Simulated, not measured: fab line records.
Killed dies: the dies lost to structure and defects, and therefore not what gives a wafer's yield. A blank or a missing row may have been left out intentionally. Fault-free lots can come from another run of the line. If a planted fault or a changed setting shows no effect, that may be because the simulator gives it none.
fab line records	flow sky130
[record] lots = 24	wafers = 72	last-day = 50
route steps=708 shown FIELD_ISO@18 VT_ADJUST_HVTP@96 RES_XHIGH@340 CONTACT@422 METAL3@563
lots that met no fault: from a run of the same line without faults
start-h: start of the lot's first displayed wafer, in hours after the record's first day	wait-h: hours elapsed since this lot's preceding step	" the same as in the row above	L1.1+2: one row covering several wafers at once	- no value, or no start was given	* or withheld: withheld	< > ~ a bound
route shown NAME@n: a module of which the file shows steps, and the number in the route of the first	usual: the fault-free wafers' mean and standard deviation	same: alike in all rows	chamber/n: place in a boat	sites: readings site by site	_std_site: their standard deviation	_edge_site: outer sites' mean less inner sites'	radius-mm: for every site, how far away it sits from the centre of the wafer	mask NAME#n: copy n	behind: tool/chamber where the wafer was last shaped	hold: reason for holding the lot/hours on hold/outcome of the hold	device: the n, p or np transistor that did not switch	end of line: the route-end tests of the same wafers	step lacking rows: just its recipe	killed: count of dies lost to structure and defects at first sort (not the wafer's yield)	map: a wafer's dies, x killed, . not, _ none there
set.NAME: the run value of the setting; set.NAME@STEP: its run value at that earlier step	model.NAME: the simulator's own value behind a step, which no gauge read
a sample of lots followed through the steps of the route, with each step as a table and each wafer as a row
services: from which hour (start-h, from the record's first day; less than 0 if before it) a tool's chamber was out of use, for how many hours, and why
[[steps]]
[step SKY_FIELD_ISO_ETCH_17]
[recipe] target-depth-a = 3420	mask-material = Si3N4	chemistry = HBr/Cl2/O2	target = Si	taper-deg = 5	icp-w = 600	bias-w = 150	pressure-mtorr = 15	HBr_flow_sccm = 150	Cl2_flow_sccm = 40	O2_flow_sccm = 6	time-s = 97.7
[usual] chamber-pressure-mTorr = 15.001/0.015	drypump-motor-current-A = 5.6/0.51	oes-product-au = 1.003/0.011	throttle-valve-pct = 25.655/0.011
lot.wafer	tool	chamber	start-h	wait-h	chamber-pressure-mTorr	drypump-motor-current-A	oes-product-au	rf-hours-counter-h	throttle-valve-pct
L074.1	rie-si-02	0	29.21	0.1	15.020	5.6	1.017	148	25.656
L074.2	"	3	"	"	14.996	5.6	1.008	50	25.655
L074.4	"	1	"	"	15.021	6.3	1.002	93	25.667
L075.2	rie-si-02	3	36.26	0.1	15.004	5.6	1.029	50	25.652
L075.4	"	2	"	"	15.006	5.3	1.004	1	25.637
L075.5	"	1	"	"	15.017	6.2	1.007	-	25.651
L076.1	rie-si-02	3	41.58	0.1	14.988	5.6	1.009	50	25.663
L076.5	"	3	"	"	14.999	5.6	0.999	-	25.642
L076.6	"	0	"	"	14.992	5.6	1.015	-	25.640
L077.4	rie-si-01	2	46.53	0.0	14.992	6.4	0.999	132	25.646
L077.5	"	3	"	"	14.987	6.0	0.985	-	25.676
L077.6	"	0	"	"	15.015	4.8	0.993	-	25.657
L078.1	rie-si-01	3	54.81	0.1	15.003	6.0	0.987	143	25.665
L078.4	"	2	"	"	15.010	6.4	1.008	132	25.643
L078.6	"	2	"	"	15.008	6.4	1.002	-	25.655
L079.1	rie-si-02	0	57.61	0.1	14.999	5.6	1.027	148	25.652
L079.3	"	2	"	"	14.983	5.3	1.009	1	25.631
L079.6	"	0	"	"	15.012	5.6	1.042	-	25.621
L080.1	rie-si-02	2	66.73	0.1	14.996	5.3	1.006	1	25.640
L080.4	"	0	"	"	14.994	5.6	1.035	148	25.635
L080.6	"	3	"	"	15.007	5.6	1.007	-	25.678
L081.2	rie-si-02	0	70.23	0.1	14.977	5.6	1.016	148	25.647
L081.3	"	2	"	"	14.990	5.3	1.002	1	25.658
L081.5	"	2	"	"	14.974	5.3	1.008	-	25.661
L082.2	rie-si-01	0	72.06	0.1	15.016	4.8	0.996	0	25.661
L082.5	"	0	"	"	15.000	4.8	0.998	-	25.655
L082.6	"	3	"	"	14.987	6.0	0.983	-	25.649
L083.1	rie-si-01	3	78.75	0.1	15.007	6.1	0.987	143	25.656
L083.2	"	2	"	"	14.989	6.4	1.012	132	25.646
L083.5	"	3	"	"	14.995	6.0	0.996	-	25.673
L084.1	rie-si-02	0	82.93	0.1	15.004	5.6	1.027	148	25.639
L084.3	"	3	"	"	14.994	5.6	1.000	51	25.661
L084.4	"	2	"	"	15.014	5.3	1.012	2	25.649
L085.4	rie-si-01	2	88.26	0.0	15.017	6.4	1.013	132	25.660
L085.5	"	0	"	"	15.012	4.8	1.005	-	25.663
L085.6	"	3	"	"	15.013	6.1	0.991	-	25.648
L086.1	rie-si-01	3	99.83	0.1	15.019	6.0	0.983	143	25.666
L086.2	"	1	"	"	15.018	5.2	1.011	0	25.655
L086.3	"	0	"	"	15.024	4.8	1.007	1	25.659
L087.2	rie-si-02	2	100.01	0.1	14.985	5.3	1.009	2	25.637
L087.3	"	1	"	"	15.009	6.3	1.005	93	25.647
L087.5	"	3	"	"	14.977	5.6	1.020	-	25.636
L088.2	rie-si-02	1	109.51	0.1	14.984	6.2	1.008	93	25.650
L088.3	"	2	"	"	15.006	5.3	1.007	2	25.661
L088.6	"	1	"	"	15.003	6.2	1.003	-	25.662
L089.1	rie-si-01	0	110.36	0.1	14.995	4.8	0.993	1	25.654
L089.5	"	0	"	"	15.000	4.8	0.983	-	25.675
L089.6	"	1	"	"	15.002	5.2	1.009	-	25.653
L090.1	rie-si-02	3	112.18	0.1	14.996	5.5	1.005	51	25.653
L090.2	"	1	"	"	15.006	6.2	1.002	93	25.641
L090.3	"	2	"	"	14.987	5.3	1.005	2	25.635
L091.1	rie-si-01	2	116.61	0.1	14.998	6.4	1.004	133	25.660
L091.3	"	1	"	"	14.989	5.2	1.001	1	25.662
L091.6	"	0	"	"	15.009	4.8	0.997	-	25.650
L092.2	rie-si-02	1	121.56	0.1	14.999	6.3	1.001	94	25.659
L092.3	"	0	"	"	15.013	5.6	1.019	0	25.646
L092.4	"	3	"	"	14.987	5.5	1.010	51	25.634
L093.2	rie-si-01	1	128.93	0.1	15.000	5.2	1.000	1	25.655
L093.4	"	0	"	"	15.009	4.8	1.004	-	25.651
L093.6	"	1	"	"	15.009	5.2	1.004	-	25.660
L094.1	rie-si-02	0	135.61	0.1	15.038	5.6	1.008	0	25.655
L094.3	"	3	"	"	15.010	5.6	1.007	51	25.654
L094.5	"	1	"	"	14.999	6.2	1.004	-	25.656
L095.3	rie-si-01	3	143.66	0.0	15.001	6.1	1.004	0	25.648
L095.4	"	0	"	"	14.988	4.8	0.990	1	25.680
L095.5	"	2	"	"	14.997	6.4	1.010	-	25.641
L096.2	rie-si-02	0	144.63	0.1	14.969	5.6	1.016	0	25.641
L096.4	"	2	"	"	15.012	5.3	1.012	2	25.654
L096.5	"	1	"	"	14.988	6.2	1.011	-	25.658
L097.1	rie-si-01	3	153.16	0.1	15.015	6.0	0.993	0	25.651
L097.3	"	2	"	"	14.984	6.3	0.999	133	25.643
L097.6	"	3	"	"	14.992	6.0	0.995	-	25.677
[step SKY_VT_ADJUST_HVTP_TW_MEAS_11]
[usual] VT_ADJUST_HVTP_TW = 1365/7.9
lot.wafer	tool	chamber	start-h	wait-h	VT_ADJUST_HVTP_TW
L074.1	film-metro-02	-	118.40	0.1	1361
L074.2	"	-	"	"	1369
L074.4	"	-	"	"	1369
L075.2	film-metro-02	-	124.06	0.1	1358
L075.4	"	-	"	"	1362
L075.5	"	-	"	"	1364
L076.1	film-metro-02	-	140.76	0.1	1353
L076.5	"	-	"	"	1359
L076.6	"	-	"	"	1360
L077.4	film-metro-02	-	151.33	0.1	1370
L077.5	"	-	"	"	1372
L077.6	"	-	"	"	1370
L078.1	film-metro-02	-	173.55	0.1	1374
L078.4	"	-	"	"	1374
L078.6	"	-	"	"	1371
L079.1	film-metro-03	-	174.36	0.1	1367
L079.3	"	-	"	"	1368
L079.6	"	-	"	"	1367
L080.1	film-metro-01	-	183.40	0.1	1367
L080.4	"	-	"	"	1367
L080.6	"	-	"	"	1368
L082.2	film-metro-01	-	183.77	0.1	1368
L082.5	"	-	"	"	1374
L082.6	"	-	"	"	1365
L081.2	film-metro-02	-	184.46	0.1	1373
L081.3	"	-	"	"	1376
L081.5	"	-	"	"	1368
L084.1	film-metro-01	-	187.41	0.1	1369
L084.3	"	-	"	"	1369
L084.4	"	-	"	"	1366
L083.1	film-metro-02	-	187.65	0.1	1374
L083.2	"	-	"	"	1377
L083.5	"	-	"	"	1369
L085.4	film-metro-02	-	193.28	0.1	1363
L085.5	"	-	"	"	1361
L085.6	"	-	"	"	1365
L086.1	film-metro-01	-	207.50	0.1	1355
L086.2	"	-	"	"	1361
L086.3	"	-	"	"	1357
L087.2	film-metro-01	-	208.82	0.1	1362
L087.3	"	-	"	"	1356
L087.5	"	-	"	"	1363
L089.1	film-metro-03	-	232.49	0.1	1373
L089.5	"	-	"	"	1365
L089.6	"	-	"	"	1367
L090.1	film-metro-02	-	233.56	0.1	1357
L090.2	"	-	"	"	1350
L090.3	"	-	"	"	1355
L088.2	film-metro-02	-	234.51	0.1	1360
L088.3	"	-	"	"	1353
L088.6	"	-	"	"	1355
L092.2	film-metro-01	-	248.12	0.1	1372
L092.3	"	-	"	"	1365
L092.4	"	-	"	"	1374
L091.1	film-metro-03	-	249.21	0.1	1376
L091.3	"	-	"	"	1373
L091.6	"	-	"	"	1375
L093.2	film-metro-03	-	255.11	0.1	1375
L093.4	"	-	"	"	1371
L093.6	"	-	"	"	1380
L094.1	film-metro-02	-	255.41	0.1	1364
L094.3	"	-	"	"	1365
L094.5	"	-	"	"	1366
L095.3	film-metro-01	-	261.00	0.1	1373
L095.4	"	-	"	"	1364
L095.5	"	-	"	"	1364
L096.2	film-metro-01	-	264.17	0.1	1353
L096.4	"	-	"	"	1353
L096.5	"	-	"	"	1350
L097.1	film-metro-01	-	270.40	0.1	1354
L097.3	"	-	"	"	1356
L097.6	"	-	"	"	1348
[step SKY_RES_XHIGH_STRIP_08]
[recipe] chemistry = O2/N2	power-w = 1400	pressure-mtorr = 1500	platen-temp-c = withheld	o2-flow-sccm = 3000	n2-flow-sccm = 300	overash-fraction = 0.5
[usual] chamber-pressure-mTorr = 1500.1/1.3	drypump-motor-current-A = 5.71/0.29	oes-product-au = 0.711/0.0045	strip-time-to-endpoint-s = 14.24/0.035
lot.wafer	tool	chamber	start-h	wait-h	chamber-pressure-mTorr	drypump-motor-current-A	oes-product-au	rf-hours-counter-h	strip-time-to-endpoint-s
L074.1	plasma-asher-04	1	604.06	0.1	1501.1	5.75	0.719	49	14.22
L074.2	"	0	"	"	1499.8	5.83	0.717	49	14.21
L074.4	"	0	"	"	1499.9	5.85	0.702	-	14.23
L075.2	plasma-asher-04	0	607.88	0.1	1500.6	5.84	0.708	49	14.27
L075.4	"	0	"	"	1498.6	5.85	0.718	-	14.27
L075.5	"	0	"	"	1500.5	5.86	0.710	-	14.26
L076.1	plasma-asher-03	1	634.86	0.1	1497.6	6.17	0.712	20	14.28
L076.5	"	0	"	"	1500.5	5.80	0.717	-	14.28
L076.6	"	1	"	"	1500.1	6.17	0.710	-	14.30
L077.4	plasma-asher-01	0	651.92	0.1	1500.4	5.25	0.706	-	14.23
L077.5	"	0	"	"	1501.5	5.22	0.715	-	14.24
L077.6	"	1	"	"	1499.6	5.48	0.711	-	14.19
L078.1	plasma-asher-03	1	683.81	0.1	1500.5	6.15	0.715	25	14.22
L078.4	"	1	"	"	1500.8	6.17	0.709	-	14.26
L078.6	"	1	"	"	1496.6	6.17	0.718	-	14.26
L079.1	plasma-asher-01	1	686.04	0.1	1499.6	5.45	0.710	100	14.22
L079.3	"	1	"	"	1498.7	5.46	0.721	-	14.23
L079.6	"	0	"	"	1501.3	5.25	0.707	-	14.22
L080.1	plasma-asher-04	1	697.14	0.1	1499.3	5.74	0.711	57	14.27
L080.4	"	0	"	"	1499.9	5.83	0.713	-	14.23
L080.6	"	1	"	"	1499.8	5.73	0.713	-	14.25
L082.2	plasma-asher-01	1	700.94	0.1	1500.3	5.48	0.704	102	14.24
L082.5	"	0	"	"	1500.5	5.25	0.708	-	14.21
L082.6	"	1	"	"	1498.6	5.48	0.715	-	14.14
L081.2	plasma-asher-01	0	702.36	0.1	1500.9	5.31	0.714	102	14.24
L081.3	"	0	"	"	1500.7	5.26	0.717	-	14.25
L081.5	"	0	"	"	1502.7	5.30	0.716	-	14.22
L083.1	plasma-asher-03	1	705.94	0.1	1501.8	6.16	0.710	27	14.27
L083.2	"	0	"	"	1501.6	5.81	0.706	27	14.28
L083.5	"	0	"	"	1499.3	5.81	0.716	-	14.33
L084.1	plasma-asher-01	0	706.24	0.1	1501.0	5.28	0.712	102	14.28
L084.3	"	0	"	"	1500.9	5.27	0.715	-	14.26
L084.4	"	1	"	"	1500.6	5.49	0.705	-	14.24
L085.4	plasma-asher-04	1	706.57	0.1	1498.7	5.73	0.712	-	14.16
L085.5	"	0	"	"	1499.4	5.86	0.714	-	14.18
L085.6	"	1	"	"	1502.7	5.72	0.710	-	14.16
L087.2	plasma-asher-04	1	734.88	0.1	1500.5	5.73	0.711	61	14.26
L087.3	"	1	"	"	1502.5	5.72	0.713	-	14.27
L087.5	"	1	"	"	1500.8	5.73	0.707	-	14.30
L086.1	plasma-asher-04	0	736.63	0.1	1498.5	5.86	0.711	61	14.26
L086.2	"	1	"	"	1498.1	5.73	0.707	61	14.24
L086.3	"	0	"	"	1500.5	5.83	0.715	-	14.27
L090.1	plasma-asher-01	1	758.51	0.1	1500.7	5.49	0.707	1	14.23
L090.2	"	0	"	"	1500.0	5.30	0.720	1	14.21
L090.3	"	1	"	"	1500.4	5.50	0.712	-	14.24
L088.2	plasma-asher-03	0	760.84	0.1	1497.2	5.82	0.710	33	14.24
L088.3	"	0	"	"	1498.7	5.82	0.709	-	14.22
L088.6	"	1	"	"	1500.5	6.18	0.715	-	14.21
L089.1	plasma-asher-04	0	761.14	0.1	1499.7	5.87	0.709	63	14.25
L089.5	"	0	"	"	1501.2	5.83	0.707	-	14.21
L089.6	"	1	"	"	1502.9	5.71	0.709	-	14.23
L092.2	plasma-asher-03	1	771.79	0.1	1500.0	6.17	0.714	34	14.22
L092.3	"	1	"	"	1500.3	6.19	0.716	-	14.21
L092.4	"	0	"	"	1498.8	5.81	0.709	-	14.22
L091.1	plasma-asher-01	1	773.59	0.1	1498.5	5.48	0.706	2	14.24
L091.3	"	0	"	"	1500.8	5.21	0.716	-	14.24
L091.6	"	1	"	"	1500.1	5.48	0.709	-	14.26
L093.2	plasma-asher-04	1	781.81	0.1	1500.4	5.72	0.711	65	14.27
L093.4	"	0	"	"	1502.0	5.85	0.708	-	14.24
L093.6	"	1	"	"	1498.1	5.70	0.705	-	14.27
L094.1	plasma-asher-04	1	782.33	0.1	1501.3	5.72	0.714	65	14.26
L094.3	"	1	"	"	1500.0	5.71	0.711	-	14.34
L094.5	"	0	"	"	1498.7	5.83	0.708	-	14.27
L096.2	plasma-asher-03	0	792.64	0.1	1499.3	5.83	0.714	36	14.24
L096.4	"	1	"	"	1499.7	6.21	0.712	-	14.22
L096.5	"	0	"	"	1499.4	5.81	0.707	-	14.20
L095.3	plasma-asher-03	0	796.32	0.1	1501.6	5.82	0.713	-	14.21
L095.4	"	1	"	"	1500.3	6.20	0.714	-	14.23
L095.5	"	1	"	"	1501.4	6.22	0.704	-	14.21
L097.1	plasma-asher-01	1	800.11	0.1	1501.4	5.46	0.709	5	14.29
L097.3	"	0	"	"	1500.8	5.28	0.712	-	14.27
L097.6	"	0	"	"	1500.7	5.25	0.704	-	14.26
[step SKY_CONTACT_ETCH_16]
[recipe] chemistry = N2/H2	target = BARC	ion-energy-ev = 200	source-w = 500	bias-w = 100	pressure-mtorr = 30	n2-flow-sccm = 100	h2-flow-sccm = 200	stop-on = SiO2	time-s = 45.9	target-depth-a = 600
[usual] chamber-pressure-mTorr = 29.998/0.028	drypump-motor-current-A = 5.6/0.39	oes-product-au = 0.854/0.0042	throttle-valve-pct = 13.225/0.0094
lot.wafer	tool	chamber	start-h	wait-h	chamber-pressure-mTorr	drypump-motor-current-A	oes-product-au	rf-hours-counter-h	throttle-valve-pct
L074.1	rie-diel-01	2	722.89	0.0	29.953	5.3	0.852	21	13.228
L074.2	"	0	"	"	29.975	5.9	0.854	3	13.236
L074.4	"	2	"	"	30.018	5.3	0.855	-	13.220
L075.2	rie-diel-01	2	724.35	0.0	30.011	5.3	0.856	21	13.233
L075.4	"	2	"	"	29.981	5.3	0.854	-	13.229
L075.5	"	0	"	"	29.998	5.9	0.855	-	13.227
L076.1	rie-diel-03	0	751.40	0.0	30.010	5.2	0.850	9	13.243
L076.5	"	0	"	"	29.989	5.2	0.853	-	13.228
L076.6	"	1	"	"	30.044	5.1	0.852	-	13.217
L077.4	rie-diel-04	2	765.30	0.0	30.006	5.0	0.857	15	13.239
L077.5	"	0	"	"	29.968	5.8	0.855	-	13.239
L077.6	"	1	"	"	30.010	5.8	0.853	-	13.237
L078.1	rie-diel-04	3	798.09	0.0	29.973	5.6	0.854	4	13.214
L078.4	"	1	"	"	29.958	5.8	0.849	10	13.213
L078.6	"	0	"	"	30.006	5.8	0.856	-	13.231
L079.1	rie-diel-01	0	799.55	0.0	29.928	6.0	0.852	5	13.215
L079.3	"	2	"	"	30.039	5.3	0.848	23	13.220
L079.6	"	2	"	"	29.954	5.3	0.858	-	13.231
L080.1	rie-diel-01	3	807.95	0.0	29.984	5.8	0.857	15	13.238
L080.4	"	0	"	"	30.009	5.9	0.856	5	13.232
L080.6	"	0	"	"	30.038	5.9	0.852	-	13.222
L082.2	rie-diel-03	3	814.46	0.0	29.991	6.2	0.856	26	13.227
L082.5	"	1	"	"	30.030	5.1	0.862	-	13.236
L082.6	"	0	"	"	30.026	5.2	0.859	-	13.225
L081.2	rie-diel-03	0	816.91	0.0	29.984	5.2	0.856	11	13.218
L081.3	"	2	"	"	29.968	6.0	0.851	16	13.218
L081.5	"	0	"	"	29.981	5.2	0.859	-	13.228
L083.1	rie-diel-04	0	818.30	0.0	30.010	5.9	0.848	7	13.232
L083.2	"	3	"	"	29.991	5.6	0.853	4	13.217
L083.5	"	1	"	"	30.031	5.8	0.857	-	13.217
L084.1	rie-diel-03	0	818.95	0.0	30.021	5.2	0.856	11	13.231
L084.3	"	1	"	"	30.029	5.1	0.850	16	13.209
L084.4	"	3	"	"	30.002	6.2	0.855	26	13.219
L085.4	rie-diel-01	3	819.11	0.0	30.027	5.8	0.858	15	13.231
L085.5	"	3	"	"	29.960	5.8	0.855	-	13.230
L085.6	"	2	"	"	30.022	5.3	0.861	-	13.238
L087.2	rie-diel-03	1	845.54	0.0	29.986	5.1	0.861	17	13.221
L087.3	"	0	"	"	30.008	5.2	0.854	12	13.233
L087.5	"	1	"	"	30.021	5.1	0.855	-	13.217
L086.1	rie-diel-03	0	848.10	0.0	29.933	5.2	0.848	12	13.230
L086.2	"	1	"	"	30.020	5.1	0.850	17	13.229
L086.3	"	2	"	"	30.036	6.0	0.846	17	13.220
L090.1	rie-diel-01	1	869.10	0.0	29.994	5.4	0.857	4	13.222
L090.2	"	2	"	"	30.038	5.3	0.857	26	13.237
L090.3	"	3	"	"	30.014	5.8	0.854	17	13.235
L088.2	rie-diel-01	1	872.10	0.0	30.010	5.4	0.856	4	13.230
L088.3	"	0	"	"	29.999	5.9	0.851	7	13.212
L088.6	"	3	"	"	29.983	5.7	0.853	-	13.224
L089.1	rie-diel-04	3	872.14	0.0	29.967	5.6	0.856	6	13.230
L089.5	"	3	"	"	29.998	5.6	0.852	-	13.230
L089.6	"	0	"	"	29.972	5.8	0.851	-	13.224
L092.2	rie-diel-04	1	883.10	0.0	30.018	5.8	0.851	12	13.225
L092.3	"	0	"	"	29.970	5.8	0.857	9	13.228
L092.4	"	2	"	"	30.012	5.0	0.846	19	13.239
L091.1	rie-diel-03	0	883.89	0.0	30.022	5.2	0.860	13	13.206
L091.3	"	2	"	"	29.983	6.0	0.852	18	13.222
L091.6	"	0	"	"	30.072	5.2	0.852	-	13.223
L093.2	rie-diel-04	0	891.00	0.0	29.988	5.8	0.851	9	13.225
L093.4	"	3	"	"	30.021	5.6	0.862	7	13.223
L093.6	"	3	"	"	29.987	5.6	0.860	-	13.236
L094.1	rie-diel-01	3	892.39	0.0	29.957	5.8	0.852	18	13.205
L094.3	"	0	"	"	30.002	5.9	0.855	8	13.237
L094.5	"	3	"	"	29.984	5.8	0.850	-	13.222
L096.2	rie-diel-03	3	901.44	0.0	29.988	6.2	0.856	28	13.236
L096.4	"	2	"	"	29.985	6.0	0.856	19	13.230
L096.5	"	2	"	"	30.023	6.0	0.849	-	13.222
L095.3	rie-diel-03	2	906.44	0.0	30.006	6.0	0.857	19	13.204
L095.4	"	0	"	"	30.002	5.2	0.844	14	13.216
L095.5	"	2	"	"	30.029	6.0	0.856	-	13.230
L097.1	rie-diel-03	0	910.09	0.0	29.997	5.2	0.851	14	13.230
L097.3	"	2	"	"	30.039	6.0	0.852	19	13.241
L097.6	"	2	"	"	29.980	6.0	0.850	-	13.210
[step SKY_CONTACT_RS_MEAS_25]
[recipe] thk-meas-gauge = four-point-probe	reads = W_of_CONTACT_CVD_24+TiN_of_CONTACT_SPUTTER_23
[usual] CONTACT_W_RS = 0.338/0.0038
lot.wafer	tool	chamber	start-h	wait-h	CONTACT_W_RS[ohm/sq]
L074.1	film-metro-03	-	723.90	0.1	0.336
L074.2	"	-	"	"	0.337
L074.4	"	-	"	"	0.338
L075.2	film-metro-04	-	725.45	0.1	0.340
L075.4	"	-	"	"	0.345
L075.5	"	-	"	"	0.342
L076.1	film-metro-03	-	752.29	0.1	0.340
L076.5	"	-	"	"	0.339
L076.6	"	-	"	"	0.344
L077.4	film-metro-04	-	766.28	0.1	0.338
L077.5	"	-	"	"	0.341
L077.6	"	-	"	"	0.338
L078.1	film-metro-03	-	798.98	0.1	0.334
L078.4	"	-	"	"	0.335
L078.6	"	-	"	"	0.333
L079.1	film-metro-03	-	800.45	0.1	0.333
L079.3	"	-	"	"	0.338
L079.6	"	-	"	"	0.335
L080.1	film-metro-04	-	808.85	0.1	0.330
L080.4	"	-	"	"	0.331
L080.6	"	-	"	"	0.333
L082.2	film-metro-02	-	815.39	0.1	0.333
L082.5	"	-	"	"	0.335
L082.6	"	-	"	"	0.332
L081.2	film-metro-04	-	817.83	0.1	0.340
L081.3	"	-	"	"	0.339
L081.5	"	-	"	"	0.339
L083.1	film-metro-04	-	819.23	0.1	0.344
L083.2	"	-	"	"	0.342
L083.5	"	-	"	"	0.344
L084.1	film-metro-03	-	819.85	0.1	0.330
L084.3	"	-	"	"	0.338
L084.4	"	-	"	"	0.334
L085.4	film-metro-02	-	820.07	0.1	0.340
L085.5	"	-	"	"	0.337
L085.6	"	-	"	"	0.346
L087.2	film-metro-04	-	846.50	0.1	0.343
L087.3	"	-	"	"	0.341
L087.5	"	-	"	"	0.342
L086.1	film-metro-04	-	849.14	0.1	0.336
L086.2	"	-	"	"	0.332
L086.3	"	-	"	"	0.336
L090.1	film-metro-04	-	869.99	0.1	0.336
L090.2	"	-	"	"	0.335
L090.3	"	-	"	"	0.341
L088.2	film-metro-03	-	873.01	0.1	0.331
L088.3	"	-	"	"	0.334
L088.6	"	-	"	"	0.339
L089.1	film-metro-02	-	873.03	0.1	0.337
L089.5	"	-	"	"	0.336
L089.6	"	-	"	"	0.339
L092.2	film-metro-02	-	884.01	0.1	0.341
L092.3	"	-	"	"	0.336
L092.4	"	-	"	"	0.344
L091.1	film-metro-03	-	884.85	0.1	0.344
L091.3	"	-	"	"	0.340
L091.6	"	-	"	"	0.336
L093.2	film-metro-02	-	891.91	0.1	0.345
L093.4	"	-	"	"	0.342
L093.6	"	-	"	"	0.337
L094.1	film-metro-02	-	893.80	0.1	0.338
L094.3	"	-	"	"	0.335
L094.5	"	-	"	"	0.338
L096.2	film-metro-03	-	902.50	0.2	0.338
L096.4	"	-	"	"	0.340
L096.5	"	-	"	"	0.339
L095.3	film-metro-04	-	907.38	0.1	0.337
L095.4	"	-	"	"	0.336
L095.5	"	-	"	"	0.335
L097.1	film-metro-02	-	910.99	0.1	0.340
L097.3	"	-	"	"	0.340
L097.6	"	-	"	"	0.342
[step SKY_METAL3_CD_MEAS_13]
[recipe] target-cd-nm = 300
[usual] cd-nm = 299.6/1.2
lot.wafer	tool	chamber	start-h	wait-h	cd-nm
L074.1	cd-sem-01	-	889.28	-	299.5
L074.2	"	-	"	"	300.0
L074.4	"	-	"	"	301.3
L075.2	cd-sem-01	-	892.95	-	300.9
L075.4	"	-	"	"	300.2
L075.5	"	-	"	"	300.2
L076.1	cd-sem-01	-	916.99	-	299.1
L076.5	"	-	"	"	300.3
L076.6	"	-	"	"	299.2
L077.4	cd-sem-02	-	929.84	-	301.4
L077.5	"	-	"	"	300.3
L077.6	"	-	"	"	300.4
L078.1	cd-sem-02	-	960.55	-	299.4
L078.4	"	-	"	"	298.4
L078.6	"	-	"	"	299.7
L079.1	cd-sem-01	-	961.94	-	299.9
L079.3	"	-	"	"	297.9
L079.6	"	-	"	"	299.0
L080.1	cd-sem-02	-	968.14	-	302.3
L080.4	"	-	"	"	301.0
L080.6	"	-	"	"	300.0
L082.2	cd-sem-02	-	973.27	-	300.6
L082.5	"	-	"	"	299.2
L082.6	"	-	"	"	300.2
L081.2	cd-sem-02	-	977.70	-	299.7
L081.3	"	-	"	"	299.4
L081.5	"	-	"	"	299.3
L083.1	cd-sem-01	-	978.03	-	299.6
L083.2	"	-	"	"	298.9
L083.5	"	-	"	"	299.7
L084.1	cd-sem-02	-	978.25	-	299.6
L084.3	"	-	"	"	299.4
L084.4	"	-	"	"	299.0
L085.4	cd-sem-01	-	979.24	-	300.0
L085.5	"	-	"	"	301.3
L085.6	"	-	"	"	300.2
L087.2	cd-sem-01	-	1000.52	-	300.0
L087.3	"	-	"	"	300.0
L087.5	"	-	"	"	298.2
L086.1	cd-sem-01	-	1005.25	-	298.8
L086.2	"	-	"	"	299.2
L086.3	"	-	"	"	299.7
L090.1	cd-sem-01	-	1023.08	-	300.5
L090.2	"	-	"	"	300.5
L090.3	"	-	"	"	302.4
L088.2	cd-sem-01	-	1023.67	-	297.0
L088.3	"	-	"	"	297.7
L088.6	"	-	"	"	296.3
L089.1	cd-sem-01	-	1023.84	-	300.7
L089.5	"	-	"	"	299.3
L089.6	"	-	"	"	300.3
L092.2	cd-sem-02	-	1035.61	-	301.1
L092.3	"	-	"	"	301.8
L092.4	"	-	"	"	300.6
L091.1	cd-sem-02	-	1037.48	-	299.2
L091.3	"	-	"	"	300.1
L091.6	"	-	"	"	299.0
L093.2	cd-sem-02	-	1040.96	-	300.2
L093.4	"	-	"	"	301.2
L093.6	"	-	"	"	300.9
L094.1	cd-sem-01	-	1042.28	-	300.1
L094.3	"	-	"	"	298.9
L094.5	"	-	"	"	299.2
L096.2	cd-sem-01	-	1049.46	-	298.9
L096.4	"	-	"	"	299.5
L096.5	"	-	"	"	298.4
L095.3	cd-sem-01	-	1053.88	-	299.0
L095.4	"	-	"	"	297.1
L095.5	"	-	"	"	299.2
L097.1	cd-sem-01	-	1059.04	-	299.6
L097.3	"	-	"	"	298.7
L097.6	"	-	"	"	299.1
[[services]]
tool	chamber	start-h	hours	kind
rie-diel-03	3	89.47	5.5	repair
rie-si-01	2	98.65	11.7	repair
rie-diel-03	3	137.36	4.7	repair
rie-si-01	-	143.74	2.8	pm
rie-si-01	2	148.07	4.5	repair
rie-diel-03	-	163.07	1.8	repair
rie-si-02	3	171.08	2.1	repair
rie-si-02	3	240.30	48.8	repair
rie-si-01	-	263.78	1.2	repair
rie-si-02	-	338.20	1.1	repair
rie-si-01	0	340.91	6.3	repair
rie-si-01	2	392.13	7.7	repair
rie-si-01	3	406.73	1.0	repair
rie-si-01	3	452.33	9.3	repair
rie-si-02	2	462.45	3.4	repair
rie-si-01	3	494.43	4.5	repair
rie-si-01	2	523.57	3.9	repair
rie-si-02	0	614.21	6.2	repair
rie-si-01	3	660.73	3.4	repair
rie-si-02	-	690.62	2.8	pm
rie-si-01	-	760.14	0.2	repair
rie-si-01	3	776.64	2.7	repair
rie-si-02	0	808.64	10.1	repair
rie-si-02	0	831.32	41.7	repair
[[key]]
fault none
